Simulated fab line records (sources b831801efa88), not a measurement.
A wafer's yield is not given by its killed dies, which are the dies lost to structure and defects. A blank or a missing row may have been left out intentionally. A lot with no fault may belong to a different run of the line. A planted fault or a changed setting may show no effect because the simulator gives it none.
Comparing a struck lot with a sound one ; flow gf180mcu ; 16 out of 602 route steps
Sound: these wafers, L545.2, L545.3, L545.5. Struck: wafer L553.4 (L553.3, L553.6, from the same lot, were not struck and are left out); the cause is given at the end.
Per side, at each step with rows, come the tool, then ch with its chambers, and then its first start. Under that, the readings that differ: sound wafers ; struck wafers ; difference of the means ; sigmas: that difference in standard deviations of wafers without a fault.
alike: words and numbers the same on both sides, and readings whose means are apart by under 2 such deviations; not compared: readings that were withheld, readings missing a value for some wafer, numbers with overlapping values and no deviation given by the record, and bounds like >300 which may hide the same value.
Wherever a step has rows on one side only, a row that says differs or no value, or a row with sigmas, the two part there. Numbers that have no deviation but don't overlap get no sigmas and don't part them. A reading that every wafer of one side lacks parts them only if that side has two wafers or more.

first, 6 steps without rows for these wafers: GF_TOP_METAL_HMDS_08 (prime time 60 s); GF_TOP_METAL_COAT_09 (resist thk 1500 nm); GF_TOP_METAL_SOFTBAKE_10 (time 60 s); GF_TOP_METAL_EXPOSE_11 (exposes mask MetalTop, target cd 440 nm); GF_TOP_METAL_PEB_12; GF_TOP_METAL_DEVELOP_13 (develop time 60 s).
GF_TOP_METAL_CD_MEAS_14: the cd target is 440 nm.
  sound on cd-sem-01, day 29 23:07; struck on cd-sem-01, day 32 05:26
  alike: cd-nm
GF_TOP_METAL_OVL_MEAS_15:
  sound on overlay-01, day 29 23:14; struck on overlay-01, day 32 05:31
  alike: TOP_METAL_OVL
GF_TOP_METAL_METAL_ETCH_16: etches the open film in Cl2/BCl3, stops on SiO2, target depth 1197 nm, time 199.5 s.
  sound on rie-metal-02 ch 1, day 29 23:19; struck on rie-metal-02 ch 0, day 32 05:37
reading;sound;struck;difference;sigmas
bcl3-flow-sccm (sccm);39.93 39.93 39.91;40.21;+0.29;+2
  alike: chamber-pressure-mTorr, drypump-motor-current-A, oes-product-au, throttle-valve-pct
  not compared: rf-hours-counter-h
GF_TOP_METAL_STRIP_17: strips in O2/N2.
  sound on plasma-asher-02 ch 0, day 29 23:38; struck on plasma-asher-02 ch 1, day 32 05:46
  alike: chamber-pressure-mTorr, drypump-motor-current-A, heater-power-w, oes-product-au, platen-temp-c, strip-time-to-endpoint-s
  not compared: rf-hours-counter-h
then, 2 steps without rows for these wafers: GF_TOP_METAL_STRIP_18 (strips in post etch residue remover, time 1200 s); GF_TOP_METAL_CLEAN_19 (cleans in DIW).
GF_PASSIVATION_CVD_00: deposits SiO2 from TEOS, target thk 1000 nm, time 111.95 s.
  sound on pecvd-03 ch 0,1, day 30 00:11; struck on pecvd-01 ch 0, day 32 06:41
reading;sound;struck;difference;sigmas
rf-fwd-power-W (W);597.5 595.5 598.3;692.2;+95.1;+41
model.SiO2_of_PASSIVATION_CVD_00.thk-nm (nm);1009 1008 1028;1062;+47;
  alike: heater-power-outer-w, heater-power-w
GF_PASSIVATION_THK_MEAS_01:
  sound on film-metro-04, day 30 00:16; struck on film-metro-01, day 32 07:01
reading;sound;struck;difference;sigmas
PASSIVATION_CVD_00_THK (nm);1008 1008 1027;1063;+49;+3
  not compared: hold
GF_PASSIVATION_CVD_02: deposits Si3N4, target thk 700 nm, time 486.18 s.
  sound on pecvd-04 ch 0,1, day 30 00:19; struck on pecvd-03 ch 1, day 32 08:53
reading;sound;struck;difference;sigmas
hold;- - -;await-dispo/1.8h/release;no value on the sound wafers;
  alike: heater-power-outer-w, heater-power-w, rf-fwd-power-W
GF_PASSIVATION_PROBE_99:
  the record holds rows for the sound wafers here (prober-02, day 30 21:34) but none for the struck ones

## WHERE THEY PART
Last at GF_PASSIVATION_PROBE_99 as far as this record goes, first at GF_TOP_METAL_METAL_ETCH_16.

WHY: the cause the simulator had injected
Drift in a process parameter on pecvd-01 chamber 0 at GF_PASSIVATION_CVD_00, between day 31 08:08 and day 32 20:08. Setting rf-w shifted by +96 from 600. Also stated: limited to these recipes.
